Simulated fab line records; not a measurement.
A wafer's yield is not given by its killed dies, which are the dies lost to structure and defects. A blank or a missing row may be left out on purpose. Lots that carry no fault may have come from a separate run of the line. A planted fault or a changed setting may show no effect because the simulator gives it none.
fab line records	flow gf180mcu
record: lots: 24	wafers: 72	last-day: 34
route steps=602 shown M1@317 V1@350 M2@367 V2@386 V4@501 MIM@512
lots untouched by any fault: they come from a run of this same line in which no faults occurred
start-h: the number of hours between the record's first day and the start of the first shown wafer of the lot	wait-h: how many hours have passed since the lot's step before this one	" as in the row above	L1.1+2: several wafers, shown together as one row	- either no value or no given start	* or withheld: withheld	< > ~ a bound
route shown NAME@n: a module of which the file shows steps, and the number in the route of the first	usual: mean and standard deviation over wafers with no fault	same: alike in all rows	chamber/n: place in a boat	sites: readings site by site	_std_site: their standard deviation	_edge_site: the outer-site mean with the inner-site mean subtracted	radius-mm: for every site, how far away it sits from the centre of the wafer	mask NAME#n: copy n	behind: the last tool/chamber to shape the wafer	hold: cause of the lot's hold/its duration in hours/its outcome	device: transistor that didn't switch, given as n, p or np	end of line: the tests these same wafers got at the end of their route	a step with no rows: only its recipe	killed: dies that structure and defects cost at the first sort, which is not the same as the wafer's yield	map: shows each die of a wafer: x if killed, . if not, _ if none is there
set.NAME: the setting as run; set.NAME@STEP: as run at that earlier step	model.NAME: the simulator's own value behind a step, which no gauge read
route steps across a sampled set of lots; one table per step, one row per wafer
services: from which hour (start-h, from the record's first day; less than 0 if before it) a tool's chamber was out of use, for how many hours, and why
== steps ==
step: GF_M1_SPUTTER_02
recipe: material: AlCu	target-thk-nm: 450	power-w: 10600	time-s: 23.9	chamber-pressure-pa: 0.4
usual: throttle-valve-pct: 30.3/0.91
lot.wafer	tool	chamber	start-h	wait-h	throttle-valve-pct
L074.2	pvd-sputter-02	-	362.63	0.0	31.0
L074.3	"	-	"	"	30.5
L074.5	"	-	"	"	29.3
L075.1	pvd-sputter-02	-	368.52	0.0	30.5
L075.2	"	-	"	"	31.6
L075.4	"	-	"	"	29.3
L076.1	pvd-sputter-03	-	379.77	0.0	30.4
L076.4	"	-	"	"	31.0
L076.5	"	-	"	"	30.4
L077.4	pvd-sputter-03	-	390.87	0.0	29.4
L077.5	"	-	"	"	29.3
L077.6	"	-	"	"	29.8
L078.3	pvd-sputter-02	-	404.09	0.0	29.2
L078.4	"	-	"	"	31.6
L078.5	"	-	"	"	29.4
L079.2	pvd-sputter-02	-	407.99	0.0	30.6
L079.4	"	-	"	"	31.6
L079.6	"	-	"	"	29.0
L080.3	pvd-sputter-03	-	418.63	0.0	29.2
L080.4	"	-	"	"	31.2
L080.6	"	-	"	"	29.5
L081.1	pvd-sputter-02	-	432.73	0.0	31.6
L081.3	"	-	"	"	31.5
L081.4	"	-	"	"	30.4
L082.3	pvd-sputter-02	-	435.77	0.0	29.1
L082.5	"	-	"	"	30.5
L082.6	"	-	"	"	31.2
L083.2	pvd-sputter-02	-	441.44	0.0	29.1
L083.3	"	-	"	"	31.4
L083.5	"	-	"	"	31.3
L084.3	pvd-sputter-02	-	451.59	0.0	29.3
L084.4	"	-	"	"	30.4
L084.6	"	-	"	"	31.1
L085.4	pvd-sputter-01	-	463.39	0.0	28.3
L085.5	"	-	"	"	31.4
L085.6	"	-	"	"	29.8
L086.1	pvd-sputter-02	-	469.68	0.0	29.0
L086.2	"	-	"	"	30.3
L086.5	"	-	"	"	31.4
L087.1	pvd-sputter-03	-	477.32	0.0	30.5
L087.3	"	-	"	"	31.2
L087.5	"	-	"	"	31.0
L088.1	pvd-sputter-03	-	484.71	0.0	30.5
L088.3	"	-	"	"	31.2
L088.4	"	-	"	"	30.2
L089.1	pvd-sputter-01	-	499.69	0.0	29.4
L089.2	"	-	"	"	28.5
L089.3	"	-	"	"	31.5
L090.3	pvd-sputter-02	-	504.43	0.0	29.2
L090.5	"	-	"	"	30.2
L090.6	"	-	"	"	31.5
L091.3	pvd-sputter-02	-	513.68	0.0	31.1
L091.4	"	-	"	"	31.3
L091.6	"	-	"	"	29.0
L092.1	pvd-sputter-01	-	522.31	0.0	31.4
L092.2	"	-	"	"	28.3
L092.4	"	-	"	"	30.4
L093.3	pvd-sputter-03	-	526.42	0.0	30.3
L093.4	"	-	"	"	29.9
L093.6	"	-	"	"	29.9
L094.3	pvd-sputter-03	-	538.14	0.0	29.9
L094.4	"	-	"	"	29.3
L094.5	"	-	"	"	29.5
L095.2	pvd-sputter-01	-	547.66	0.0	30.5
L095.4	"	-	"	"	29.9
L095.6	"	-	"	"	29.7
L096.1	pvd-sputter-03	-	553.56	0.0	30.4
L096.2	"	-	"	"	31.1
L096.5	"	-	"	"	29.6
L097.1	pvd-sputter-03	-	563.99	0.0	29.7
L097.3	"	-	"	"	31.1
L097.6	"	-	"	"	31.1
step: GF_V1_OVL_MEAS_15
usual: V1_OVL: 2/5.7
lot.wafer	tool	chamber	start-h	wait-h	V1_OVL[nm]
L074.2	overlay-01	-	409.56	0.1	-4
L074.3	"	-	"	"	12
L074.5	"	-	"	"	7
L075.1	overlay-02	-	415.77	0.1	1
L075.2	"	-	"	"	3
L075.4	"	-	"	"	2
L076.1	overlay-01	-	428.42	0.1	-12
L076.4	"	-	"	"	-4
L076.5	"	-	"	"	-9
L077.4	overlay-01	-	440.09	0.1	5
L077.5	"	-	"	"	0
L077.6	"	-	"	"	-1
L078.3	overlay-01	-	453.86	0.1	4
L078.4	"	-	"	"	0
L078.5	"	-	"	"	2
L079.2	overlay-01	-	458.06	0.1	-4
L079.4	"	-	"	"	3
L079.6	"	-	"	"	-3
L080.3	overlay-01	-	468.73	0.1	3
L080.4	"	-	"	"	5
L080.6	"	-	"	"	5
L081.1	overlay-01	-	482.66	0.1	3
L081.3	"	-	"	"	2
L081.4	"	-	"	"	3
L082.3	overlay-01	-	485.28	0.1	-1
L082.5	"	-	"	"	0
L082.6	"	-	"	"	-3
L083.2	overlay-01	-	491.02	0.1	6
L083.3	"	-	"	"	9
L083.5	"	-	"	"	10
L084.3	overlay-01	-	500.11	0.1	14
L084.4	"	-	"	"	5
L084.6	"	-	"	"	6
L085.4	overlay-01	-	512.82	0.1	0
L085.5	"	-	"	"	5
L085.6	"	-	"	"	-3
L086.1	overlay-01	-	518.77	0.1	11
L086.2	"	-	"	"	1
L086.5	"	-	"	"	3
L087.1	overlay-02	-	527.00	0.1	-1
L087.3	"	-	"	"	3
L087.5	"	-	"	"	-2
L088.1	overlay-01	-	533.61	0.1	12
L088.3	"	-	"	"	16
L088.4	"	-	"	"	10
L089.1	overlay-01	-	548.00	0.1	7
L089.2	"	-	"	"	8
L089.3	"	-	"	"	7
L090.3	overlay-01	-	552.38	0.1	-6
L090.5	"	-	"	"	7
L090.6	"	-	"	"	-6
L091.3	overlay-01	-	561.36	0.1	9
L091.4	"	-	"	"	0
L091.6	"	-	"	"	5
L092.1	overlay-01	-	569.10	0.1	9
L092.2	"	-	"	"	4
L092.4	"	-	"	"	-2
L093.3	overlay-01	-	573.18	0.1	5
L093.4	"	-	"	"	4
L093.6	"	-	"	"	-4
L094.3	overlay-02	-	584.73	0.1	0
L094.4	"	-	"	"	1
L094.5	"	-	"	"	1
L095.2	overlay-01	-	594.02	0.1	-6
L095.4	"	-	"	"	-2
L095.6	"	-	"	"	1
L096.1	overlay-02	-	600.36	0.1	-4
L096.2	"	-	"	"	-4
L096.5	"	-	"	"	-5
L097.1	overlay-01	-	609.15	0.1	-8
L097.3	"	-	"	"	-2
L097.6	"	-	"	"	4
step: GF_M2_RS_MEAS_05
recipe: thk-meas-gauge: four-point-probe	reads: TiN_of_M2_SPUTTER_04+Ti_of_M2_SPUTTER_03+AlCu_of_M2_SPUTTER_02+TiN_of_M2_SPUTTER_01+Ti_of_M2_SPUTTER_00
usual: M2_ALCU_RS: 0.0699/0.00075
lot.wafer	tool	chamber	start-h	wait-h	M2_ALCU_RS[ohm/sq]
L074.2	film-metro-04	-	411.25	0.0	0.0693
L074.3	"	-	"	"	0.0704
L074.5	"	-	"	"	0.0697
L075.1	film-metro-02	-	417.53	0.0	0.0696
L075.2	"	-	"	"	0.0694
L075.4	"	-	"	"	0.0690
L076.1	film-metro-04	-	430.03	0.0	0.0711
L076.4	"	-	"	"	0.0710
L076.5	"	-	"	"	0.0703
L077.4	film-metro-04	-	441.77	0.1	0.0700
L077.5	"	-	"	"	0.0697
L077.6	"	-	"	"	0.0692
L078.3	film-metro-02	-	455.51	0.1	0.0711
L078.4	"	-	"	"	0.0697
L078.5	"	-	"	"	0.0697
L079.2	film-metro-02	-	459.68	0.0	0.0689
L079.4	"	-	"	"	0.0689
L079.6	"	-	"	"	0.0696
L080.3	film-metro-01	-	470.37	0.1	0.0695
L080.4	"	-	"	"	0.0712
L080.6	"	-	"	"	0.0706
L081.1	film-metro-04	-	484.30	0.0	0.0691
L081.3	"	-	"	"	0.0698
L081.4	"	-	"	"	0.0692
L082.3	film-metro-01	-	486.95	0.1	0.0688
L082.5	"	-	"	"	0.0683
L082.6	"	-	"	"	0.0703
L083.2	film-metro-04	-	492.66	0.0	0.0691
L083.3	"	-	"	"	0.0697
L083.5	"	-	"	"	0.0688
L084.3	film-metro-01	-	501.76	0.1	0.0709
L084.4	"	-	"	"	0.0700
L084.6	"	-	"	"	0.0695
L085.4	film-metro-02	-	514.47	0.1	0.0697
L085.5	"	-	"	"	0.0704
L085.6	"	-	"	"	0.0701
L086.1	film-metro-02	-	520.72	0.0	0.0695
L086.2	"	-	"	"	0.0701
L086.5	"	-	"	"	0.0697
L087.1	film-metro-01	-	528.62	0.0	0.0690
L087.3	"	-	"	"	0.0694
L087.5	"	-	"	"	0.0694
L088.1	film-metro-01	-	535.23	0.0	0.0705
L088.3	"	-	"	"	0.0693
L088.4	"	-	"	"	0.0701
L089.1	film-metro-04	-	549.68	0.0	0.0698
L089.2	"	-	"	"	0.0716
L089.3	"	-	"	"	0.0696
L090.3	film-metro-01	-	554.11	0.1	0.0689
L090.5	"	-	"	"	0.0692
L090.6	"	-	"	"	0.0691
L091.3	film-metro-02	-	563.05	0.1	0.0703
L091.4	"	-	"	"	0.0693
L091.6	"	-	"	"	0.0701
L092.1	film-metro-02	-	570.79	0.0	0.0706
L092.2	"	-	"	"	0.0698
L092.4	"	-	"	"	0.0695
L093.3	film-metro-04	-	574.88	0.1	0.0702
L093.4	"	-	"	"	0.0700
L093.6	"	-	"	"	0.0710
L094.3	film-metro-02	-	586.37	0.1	0.0692
L094.4	"	-	"	"	0.0691
L094.5	"	-	"	"	0.0692
L095.2	film-metro-01	-	595.65	0.0	0.0694
L095.4	"	-	"	"	0.0707
L095.6	"	-	"	"	0.0705
L096.1	film-metro-04	-	602.01	0.0	0.0690
L096.2	"	-	"	"	0.0692
L096.5	"	-	"	"	0.0690
L097.1	film-metro-01	-	610.77	0.0	0.0705
L097.3	"	-	"	"	0.0694
L097.6	"	-	"	"	0.0708
step: GF_V2_CMP_04
recipe: material: SiO2	down-force-psi: 4	platen-rpm: 60	pad-velocity-m-s: 0.94248
usual: motor-current-A: 11.2/0.94	platen-rpm: 60.00/0.044	time-to-endpoint-s: 80/4.9
lot.wafer	tool	chamber	start-h	wait-h	motor-current-A	platen-rpm	time-to-endpoint-s
L074.2	cmp-02	2	436.22	0.1	11.5	59.97	71
L074.3	"	3	"	"	11.1	60.05	64
L074.5	"	0	"	"	12.6	60.00	74
L075.4	cmp-01	3	442.78	0.0	11.0	60.02	81
L075.1	"	0	"	"	9.5	60.04	75
L075.2	"	1	"	"	12.0	59.92	84
L076.4	cmp-01	1	455.91	0.1	11.8	60.08	83
L076.1	"	2	"	"	10.8	60.07	78
L076.5	"	0	"	"	9.5	60.01	78
L077.4	cmp-01	3	467.20	0.2	10.3	59.98	83
L077.6	"	0	"	"	9.8	60.03	80
L077.5	"	1	"	"	12.0	60.08	87
L078.4	cmp-02	2	480.41	0.0	11.4	60.00	78
L078.3	"	3	"	"	12.0	59.97	70
L078.5	"	2	"	"	10.9	59.97	81
L079.2	cmp-01	3	484.25	0.1	10.7	59.94	79
L079.4	"	0	"	"	9.7	59.97	73
L079.6	"	2	"	"	10.8	60.01	83
L080.4	cmp-01	0	495.44	0.0	9.6	60.00	81
L080.3	"	1	"	"	11.6	59.94	79
L080.6	"	0	"	"	9.9	60.03	77
L081.4	cmp-01	1	508.54	0.0	12.1	59.98	89
L081.1	"	2	"	"	11.4	60.02	78
L081.3	"	3	"	"	10.6	59.97	76
L082.3	cmp-01	0	511.41	0.1	9.4	60.04	78
L082.5	"	3	"	"	11.4	59.99	82
L082.6	"	0	"	"	9.6	60.05	76
L083.2	cmp-01	0	516.73	0.1	9.7	59.99	73
L083.3	"	1	"	"	12.2	59.99	80
L083.5	"	3	"	"	10.7	60.00	81
L084.4	cmp-01	2	525.43	0.0	10.6	59.99	83
L084.3	"	3	"	"	10.2	59.97	85
L084.6	"	2	"	"	10.7	60.00	84
L085.4	cmp-02	2	538.60	0.1	11.1	60.02	80
L085.5	"	0	"	"	13.2	60.07	90
L085.6	"	1	"	"	10.7	60.05	80
L086.2	cmp-02	3	544.97	0.0	11.9	60.00	75
L086.1	"	0	"	"	12.9	60.01	83
L086.5	"	3	"	"	11.3	59.98	81
L087.3	cmp-02	2	552.87	0.0	11.0	59.95	76
L087.1	"	0	"	"	12.6	59.97	83
L087.5	"	3	"	"	12.1	59.99	76
L088.4	cmp-01	0	559.41	0.0	9.8	60.01	84
L088.1	"	1	"	"	11.5	59.97	82
L088.3	"	2	"	"	10.7	60.00	87
L089.1	cmp-02	0	572.99	0.1	12.0	60.05	82
L089.3	"	1	"	"	10.9	60.07	76
L089.2	"	2	"	"	10.6	60.01	79
L090.3	cmp-01	3	577.52	0.2	10.8	59.93	83
L090.5	"	0	"	"	10.2	59.97	77
L090.6	"	1	"	"	12.2	60.00	83
L091.3	cmp-02	0	585.43	0.0	12.7	59.95	80
L091.4	"	3	"	"	12.1	59.97	80
L091.6	"	0	"	"	12.3	59.96	86
L092.2	cmp-02	1	593.61	0.1	11.0	59.97	76
L092.4	"	2	"	"	11.4	59.98	82
L092.1	"	0	"	"	12.5	60.02	81
L093.4	cmp-01	2	597.93	0.1	10.6	59.96	81
L093.3	"	0	"	"	9.7	60.03	69
L093.6	"	1	"	"	11.8	60.03	84
L094.4	cmp-01	3	608.76	0.0	10.3	60.01	75
L094.3	"	2	"	"	10.9	60.12	71
L094.5	"	0	"	"	10.0	60.13	76
L095.2	cmp-02	0	617.66	0.0	12.6	59.97	82
L095.4	"	2	"	"	11.0	59.95	84
L095.6	"	1	"	"	11.1	60.07	80
L096.2	cmp-02	0	623.48	0.0	12.3	60.03	88
L096.1	"	2	"	"	11.0	60.02	80
L096.5	"	0	"	"	12.8	60.08	86
L097.1	cmp-02	0	632.72	0.1	12.9	60.03	82
L097.3	"	1	"	"	11.1	59.91	79
L097.6	"	0	"	"	12.8	60.06	84
step: GF_V4_THK_MEAS_25
recipe: thk-meas-gauge: xrf	reads: W_of_V4_CVD_23
usual: V4_W_THK: 349/4.4
lot.wafer	tool	chamber	start-h	wait-h	V4_W_THK[nm]
L074.2	film-metro-02	-	562.19	0.1	351
L074.3	"	-	"	"	351
L074.5	"	-	"	"	350
L075.1	film-metro-02	-	567.79	0.1	346
L075.2	"	-	"	"	350
L075.4	"	-	"	"	345
L076.1	film-metro-04	-	580.26	0.1	348
L076.4	"	-	"	"	348
L076.5	"	-	"	"	346
L077.4	film-metro-04	-	590.60	0.1	355
L077.5	"	-	"	"	350
L077.6	"	-	"	"	350
L078.3	film-metro-04	-	603.37	0.1	348
L078.4	"	-	"	"	345
L078.5	"	-	"	"	340
L079.2	film-metro-02	-	605.06	0.1	352
L079.4	"	-	"	"	354
L079.6	"	-	"	"	352
L080.3	film-metro-02	-	615.40	0.1	347
L080.4	"	-	"	"	346
L080.6	"	-	"	"	351
L081.1	film-metro-03	-	626.53	0.1	347
L081.3	"	-	"	"	348
L081.4	"	-	"	"	345
L082.3	film-metro-03	-	630.34	0.1	348
L082.5	"	-	"	"	349
L082.6	"	-	"	"	348
L083.2	film-metro-02	-	634.90	0.1	348
L083.3	"	-	"	"	350
L083.5	"	-	"	"	348
L084.3	film-metro-04	-	641.50	0.1	341
L084.4	"	-	"	"	348
L084.6	"	-	"	"	350
L085.4	film-metro-04	-	653.56	0.1	347
L085.5	"	-	"	"	349
L085.6	"	-	"	"	346
L086.1	film-metro-03	-	658.52	0.1	353
L086.2	"	-	"	"	351
L086.5	"	-	"	"	348
L087.1	film-metro-04	-	665.80	0.1	345
L087.3	"	-	"	"	342
L087.5	"	-	"	"	340
L088.1	film-metro-02	-	669.79	0.1	356
L088.3	"	-	"	"	352
L088.4	"	-	"	"	357
L089.1	film-metro-04	-	682.68	0.1	347
L089.2	"	-	"	"	340
L089.3	"	-	"	"	344
L090.3	film-metro-02	-	686.09	0.1	349
L090.5	"	-	"	"	352
L090.6	"	-	"	"	353
L091.3	film-metro-02	-	693.32	0.1	349
L091.4	"	-	"	"	348
L091.6	"	-	"	"	349
L092.1	film-metro-02	-	698.68	0.1	350
L092.2	"	-	"	"	354
L092.4	"	-	"	"	355
L093.3	film-metro-03	-	704.16	0.1	342
L093.4	"	-	"	"	342
L093.6	"	-	"	"	345
L094.3	film-metro-03	-	713.58	0.1	344
L094.4	"	-	"	"	347
L094.5	"	-	"	"	350
L095.2	film-metro-02	-	719.56	0.1	356
L095.4	"	-	"	"	356
L095.6	"	-	"	"	355
L096.1	film-metro-04	-	726.62	0.1	345
L096.2	"	-	"	"	347
L096.5	"	-	"	"	346
L097.1	film-metro-04	-	733.90	0.1	354
L097.3	"	-	"	"	353
L097.6	"	-	"	"	357
step: GF_MIM_SPUTTER_09
recipe: material: TiN	target-thk-nm: 35	power-w: 6500	time-s: 29.2	chamber-pressure-pa: 0.4
usual: throttle-valve-pct: 30.3/1
lot.wafer	tool	chamber	start-h	wait-h	throttle-valve-pct
L074.2	pvd-sputter-01	-	562.92	0.0	31.3
L074.3	"	-	"	"	28.2
L074.5	"	-	"	"	30.2
L075.1	pvd-sputter-01	-	568.53	0.0	28.4
L075.2	"	-	"	"	30.8
L075.4	"	-	"	"	29.8
L076.1	pvd-sputter-03	-	581.00	0.0	30.0
L076.4	"	-	"	"	30.8
L076.5	"	-	"	"	31.3
L077.4	pvd-sputter-02	-	591.31	0.0	30.5
L077.5	"	-	"	"	31.5
L077.6	"	-	"	"	30.1
L078.3	pvd-sputter-02	-	604.09	0.0	31.6
L078.4	"	-	"	"	31.7
L078.5	"	-	"	"	31.5
L079.2	pvd-sputter-02	-	605.79	0.0	30.5
L079.4	"	-	"	"	29.1
L079.6	"	-	"	"	32.0
L080.3	pvd-sputter-03	-	616.12	0.0	29.7
L080.4	"	-	"	"	30.3
L080.6	"	-	"	"	30.6
L081.1	pvd-sputter-02	-	627.27	0.0	31.6
L081.3	"	-	"	"	30.6
L081.4	"	-	"	"	29.0
L082.3	pvd-sputter-02	-	631.06	0.0	28.8
L082.5	"	-	"	"	30.2
L082.6	"	-	"	"	31.3
L083.2	pvd-sputter-02	-	635.63	0.0	31.2
L083.3	"	-	"	"	29.2
L083.5	"	-	"	"	31.7
L084.3	pvd-sputter-01	-	642.22	0.0	28.3
L084.4	"	-	"	"	30.3
L084.6	"	-	"	"	28.6
L085.4	pvd-sputter-02	-	654.31	0.0	31.8
L085.5	"	-	"	"	30.4
L085.6	"	-	"	"	30.9
L086.1	pvd-sputter-02	-	659.26	0.0	31.0
L086.2	"	-	"	"	29.2
L086.5	"	-	"	"	31.4
L087.1	pvd-sputter-01	-	666.54	0.0	28.0
L087.3	"	-	"	"	30.5
L087.5	"	-	"	"	31.4
L088.1	pvd-sputter-03	-	670.53	0.0	31.2
L088.3	"	-	"	"	30.0
L088.4	"	-	"	"	29.4
L089.1	pvd-sputter-02	-	683.42	0.0	31.2
L089.2	"	-	"	"	29.0
L089.3	"	-	"	"	31.7
L090.3	pvd-sputter-01	-	686.82	0.0	30.5
L090.5	"	-	"	"	30.6
L090.6	"	-	"	"	28.0
L091.3	pvd-sputter-02	-	694.06	0.0	30.5
L091.4	"	-	"	"	31.0
L091.6	"	-	"	"	31.1
L092.1	pvd-sputter-01	-	699.42	0.0	29.6
L092.2	"	-	"	"	30.2
L092.4	"	-	"	"	31.5
L093.3	pvd-sputter-01	-	704.88	0.0	31.4
L093.4	"	-	"	"	28.3
L093.6	"	-	"	"	31.4
L094.3	pvd-sputter-02	-	714.30	0.0	30.4
L094.4	"	-	"	"	31.3
L094.5	"	-	"	"	31.5
L095.2	pvd-sputter-02	-	720.29	0.0	30.5
L095.4	"	-	"	"	31.1
L095.6	"	-	"	"	31.1
L096.1	pvd-sputter-02	-	727.36	0.0	31.3
L096.2	"	-	"	"	30.2
L096.5	"	-	"	"	31.4
L097.1	pvd-sputter-03	-	734.64	0.0	29.4
L097.3	"	-	"	"	30.3
L097.6	"	-	"	"	29.3
== services ==
tool	chamber	start-h	hours	kind
pvd-sputter-02	-	341.19	20.6	repair
pvd-sputter-01	-	357.11	1.2	repair
cmp-02	-	361.91	9.8	pm
cmp-01	-	375.95	5.6	pm
cmp-02	-	380.67	2.5	repair
cmp-02	-	404.15	4.0	pm
pvd-sputter-03	-	404.48	2.7	repair
cmp-02	-	416.27	0.7	repair
pvd-sputter-01	-	424.82	1.2	repair
cmp-02	-	461.80	2.2	repair
pvd-sputter-02	1	473.83	-	consumable-replace:kit
pvd-sputter-02	1	473.83	18.0	scheduled-down
pvd-sputter-02	1	473.83	18.0	vent-cycle
pvd-sputter-02	-	475.48	3.1	repair
cmp-02	-	477.96	1.5	repair
cmp-02	-	489.32	12.7	pm
cmp-01	-	555.88	1.2	repair
cmp-01	-	572.27	4.0	pm
cmp-02	-	591.00	1.1	repair
cmp-01	-	592.58	3.4	repair
cmp-02	-	622.83	0.2	repair
pvd-sputter-03	-	648.71	19.1	repair
cmp-02	-	656.63	1.7	repair
cmp-02	-	706.36	4.4	pm
== key ==
fault none
